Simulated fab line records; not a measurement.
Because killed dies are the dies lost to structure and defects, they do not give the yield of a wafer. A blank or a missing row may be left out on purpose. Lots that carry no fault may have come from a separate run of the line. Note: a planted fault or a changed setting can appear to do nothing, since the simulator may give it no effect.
Which of the tools did it? / flow sky130 / Sampling: 11 lots, 33 wafers, 5 of 708 route steps

== WHAT THE GAUGES READ, wafer by wafer ==
SKY_CAPM_THK_MEAS_01.
lot=L866; measured=day 35 23:49; on=film-metro-04; CAPM_CVD_00_THK (nm)=15.60 15.57 16.03
lot=L867; measured=day 36 19:37; on=film-metro-02; CAPM_CVD_00_THK (nm)=15.30 15.74 15.63
lot=L868; measured=day 36 21:36; on=film-metro-02; CAPM_CVD_00_THK (nm)=15.02 15.05 14.92
lot=L870; measured=day 37 23:38; on=film-metro-04; CAPM_CVD_00_THK (nm)=15.12 15.10 15.56
lot=L872; measured=day 38 16:39; on=film-metro-02; CAPM_CVD_00_THK (nm)=15.31 15.58 15.64
lot=L873; measured=day 38 17:59; on=film-metro-02; CAPM_CVD_00_THK (nm)=15.38 15.75 15.74
lot=L874; measured=day 39 05:25; on=film-metro-04; CAPM_CVD_00_THK (nm)=15.60 15.42 15.72
lot=L884; measured=day 41 15:27; on=film-metro-03; CAPM_CVD_00_THK (nm)=15.52 15.35 15.63
lot=L885; measured=day 42 08:51; on=film-metro-04; CAPM_CVD_00_THK (nm)=15.88 15.90 15.93
lot=L886; measured=day 42 11:19; on=film-metro-02; CAPM_CVD_00_THK (nm)=15.08 15.41 15.39
lot=L889; measured=day 43 03:25; on=film-metro-02; CAPM_CVD_00_THK (nm)=15.49 15.57 15.92

SKY_CAP2M_THK_MEAS_01.
lot=L866; measured=day 39 08:53; on=film-metro-01; CAP2M_CVD_00_THK (nm)=15.07 15.28 15.46
lot=L867; measured=day 40 05:13; on=film-metro-01; CAP2M_CVD_00_THK (nm)=15.77 15.35 15.89
lot=L868; measured=day 40 05:40; on=film-metro-01; CAP2M_CVD_00_THK (nm)=15.40 15.47 15.04
lot=L870; measured=day 41 06:25; on=film-metro-04; CAP2M_CVD_00_THK (nm)=15.18 15.00 15.33
lot=L872; measured=day 41 20:53; on=film-metro-01; CAP2M_CVD_00_THK (nm)=15.42 15.27 15.63
lot=L873; measured=day 41 23:05; on=film-metro-02; CAP2M_CVD_00_THK (nm)=15.46 15.53 15.93
lot=L874; measured=day 42 10:38; on=film-metro-01; CAP2M_CVD_00_THK (nm)=20.77 15.61 16.01
lot=L884; measured=day 44 15:51; on=film-metro-04; CAP2M_CVD_00_THK (nm)=15.45 15.48 15.47
lot=L885; measured=day 45 08:13; on=film-metro-02; CAP2M_CVD_00_THK (nm)=15.42 15.41 15.44
lot=L886; measured=day 45 12:52; on=film-metro-01; CAP2M_CVD_00_THK (nm)=15.49 15.84 15.89
lot=L889; measured=day 46 01:25; on=film-metro-01; CAP2M_CVD_00_THK (nm)=15.35 15.51 15.68

SKY_CAP2M_OVL_MEAS_12.
lot=L866; measured=day 40 09:15; on=overlay-02; CAP2M_OVL (nm)=-2.1 -1.0 -3.1
lot=L867; measured=day 41 05:32; on=overlay-01; CAP2M_OVL (nm)=-0.9 -0.7 -1.9
lot=L868; measured=day 41 05:50; on=overlay-02; CAP2M_OVL (nm)=-1.5 -1.7 -1.1
lot=L870; measured=day 42 05:37; on=overlay-02; CAP2M_OVL (nm)=0.3 -0.2 -2.9
lot=L872; measured=day 42 19:51; on=overlay-01; CAP2M_OVL (nm)=-0.5 -2.7 -2.7
lot=L873; measured=day 42 21:52; on=overlay-01; CAP2M_OVL (nm)=0.3 0.5 0.6
lot=L874; measured=day 43 09:27; on=overlay-02; CAP2M_OVL (nm)=-0.7 0.9 0.3
lot=L884; measured=day 45 13:34; on=overlay-01; CAP2M_OVL (nm)=-0.2 -0.3 -0.6
lot=L885; measured=day 46 04:29; on=overlay-01; CAP2M_OVL (nm)=-1.6 1.3 0.8
lot=L886; measured=day 46 09:40; on=overlay-02; CAP2M_OVL (nm)=-0.8 0.7 1.4
lot=L889; measured=day 46 21:30; on=overlay-01; CAP2M_OVL (nm)=1.2 -0.5 0.1

== WHAT TOOL EACH LOT RAN ON (gives the tool, then ch and the chambers of the sampled wafers, and finally the start) ==
lot=L866; SKY_METAL3_DESCUM_15=rie-metal-03 ch 0, day 38 05:11; SKY_CAP2M_CVD_00=pecvd-03 ch 0,1,2, day 39 08:50
lot=L867; SKY_METAL3_DESCUM_15=rie-metal-04 ch 0,1, day 39 00:22; SKY_CAP2M_CVD_00=pecvd-01 ch 0,1, day 40 05:11
lot=L868; SKY_METAL3_DESCUM_15=rie-metal-02 ch 0,1, day 39 02:11; SKY_CAP2M_CVD_00=pecvd-04 ch 0,1,2, day 40 05:38
lot=L870; SKY_METAL3_DESCUM_15=rie-metal-02 ch 0,1, day 40 02:37; SKY_CAP2M_CVD_00=pecvd-01 ch 0,2, day 41 06:23
lot=L872; SKY_METAL3_DESCUM_15=rie-metal-03 ch 0,1, day 40 17:23; SKY_CAP2M_CVD_00=pecvd-03 ch 0,1,2, day 41 20:50
lot=L873; SKY_METAL3_DESCUM_15=rie-metal-04 ch 0,1, day 40 20:05; SKY_CAP2M_CVD_00=pecvd-04 ch 0,2, day 41 23:02
lot=L874; SKY_METAL3_DESCUM_15=rie-metal-04 ch 0,1, day 41 07:17; SKY_CAP2M_CVD_00=pecvd-01 ch 0,1,2, day 42 10:35
lot=L884; SKY_METAL3_DESCUM_15=rie-metal-02 ch 0,1, day 43 13:53; SKY_CAP2M_CVD_00=pecvd-04 ch 0,1,2, day 44 15:50
lot=L885; SKY_METAL3_DESCUM_15=rie-metal-03 ch 0,1, day 44 06:59; SKY_CAP2M_CVD_00=pecvd-04 ch 0,1, day 45 08:11
lot=L886; SKY_METAL3_DESCUM_15=rie-metal-04 ch 1, day 44 09:46; SKY_CAP2M_CVD_00=pecvd-04 ch 0,2, day 45 12:49
lot=L889; SKY_METAL3_DESCUM_15=rie-metal-02 ch 0,1, day 45 01:20; SKY_CAP2M_CVD_00=pecvd-03 ch 0,2, day 46 01:23
- SKY_METAL3_DESCUM_15: chemistry O2, time 8 s.
- SKY_CAP2M_CVD_00: deposits SiO2, target thk 15.5 nm.

== WHAT THE TOOLS THEMSELVES READ (means of the sampled wafers that have a number; where no wafer has one, the mark that the record gives instead) ==
SKY_METAL3_DESCUM_15.
lot=L866; tool=rie-metal-03; drypump-motor-current-A (A)=6.6; oes-product-au (a.u.)=1.013
lot=L867; tool=rie-metal-04; drypump-motor-current-A (A)=6.2; oes-product-au (a.u.)=0.996
lot=L868; tool=rie-metal-02; drypump-motor-current-A (A)=6.1; oes-product-au (a.u.)=1.000
lot=L870; tool=rie-metal-02; drypump-motor-current-A (A)=5.8; oes-product-au (a.u.)=0.995
lot=L872; tool=rie-metal-03; drypump-motor-current-A (A)=6.1; oes-product-au (a.u.)=1.018
lot=L873; tool=rie-metal-04; drypump-motor-current-A (A)=5.8; oes-product-au (a.u.)=0.997
lot=L874; tool=rie-metal-04; drypump-motor-current-A (A)=6.2; oes-product-au (a.u.)=1.000
lot=L884; tool=rie-metal-02; drypump-motor-current-A (A)=5.8; oes-product-au (a.u.)=1.009
lot=L885; tool=rie-metal-03; drypump-motor-current-A (A)=5.6; oes-product-au (a.u.)=1.004
lot=L886; tool=rie-metal-04; drypump-motor-current-A (A)=6.5; oes-product-au (a.u.)=0.996
lot=L889; tool=rie-metal-02; drypump-motor-current-A (A)=6.1; oes-product-au (a.u.)=0.996

SKY_CAP2M_CVD_00.
lot=L866; tool=pecvd-03; heater-power-w (W)=722
lot=L867; tool=pecvd-01; heater-power-w (W)=808
lot=L868; tool=pecvd-04; heater-power-w (W)=699
lot=L870; tool=pecvd-01; heater-power-w (W)=996
lot=L872; tool=pecvd-03; heater-power-w (W)=668
lot=L873; tool=pecvd-04; heater-power-w (W)=680
lot=L874; tool=pecvd-01; heater-power-w (W)=887
lot=L884; tool=pecvd-04; heater-power-w (W)=706
lot=L885; tool=pecvd-04; heater-power-w (W)=732
lot=L886; tool=pecvd-04; heater-power-w (W)=683
lot=L889; tool=pecvd-03; heater-power-w (W)=708

== THE ANSWER, worked out from the rows above alone ==
Rule: the usual values come from the lots themselves. The widest of any qualifying gaps counts: lots, ordered by their means at a reading, are off when they make up no more than a third of the lots, leave a main group of 4 or more, and stand apart from it by 3 or more times the standard deviation of that group's means. If all means in a main group match to the digits the tables above print for the reading, that group is not used. Also off: a lot with no number at a reading for which 4 or more lots have one. Where the step has rows for the other lots, those lots are counted as sound. First the gauges in route order, then the tools' own readings, where a lot's mean is used as printed above. At the first step where some lot is off, the reading lying furthest off is the one used; lots without a number count as furthest.
Off: L874, seen at SKY_CAP2M_THK_MEAS_01 (CAP2M_CVD_00_THK). The main group has a mean of 15.46 nm with a standard deviation of 0.17.
A tool fits if, at a process step before that reading, it ran every lot that is off, and no sound lot after the first of them. The gauges at SKY_CAP2M_THK_MEAS_01 aren't tried: what is off there is off at SKY_CAP2M_CVD_00 too, on other tools, and a gauge's error can't cause that. One fits: pecvd-01 at SKY_CAP2M_CVD_00. Its last sound lot is L870 (day 41 06:23), its first lot that is off L874 (day 42 10:35): a fault that began between those two fits.

== WHAT THE SIMULATOR HAD INSERTED ==
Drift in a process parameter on pecvd-01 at SKY_CAP2M_CVD_00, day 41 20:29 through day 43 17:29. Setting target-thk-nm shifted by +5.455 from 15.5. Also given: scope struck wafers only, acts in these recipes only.
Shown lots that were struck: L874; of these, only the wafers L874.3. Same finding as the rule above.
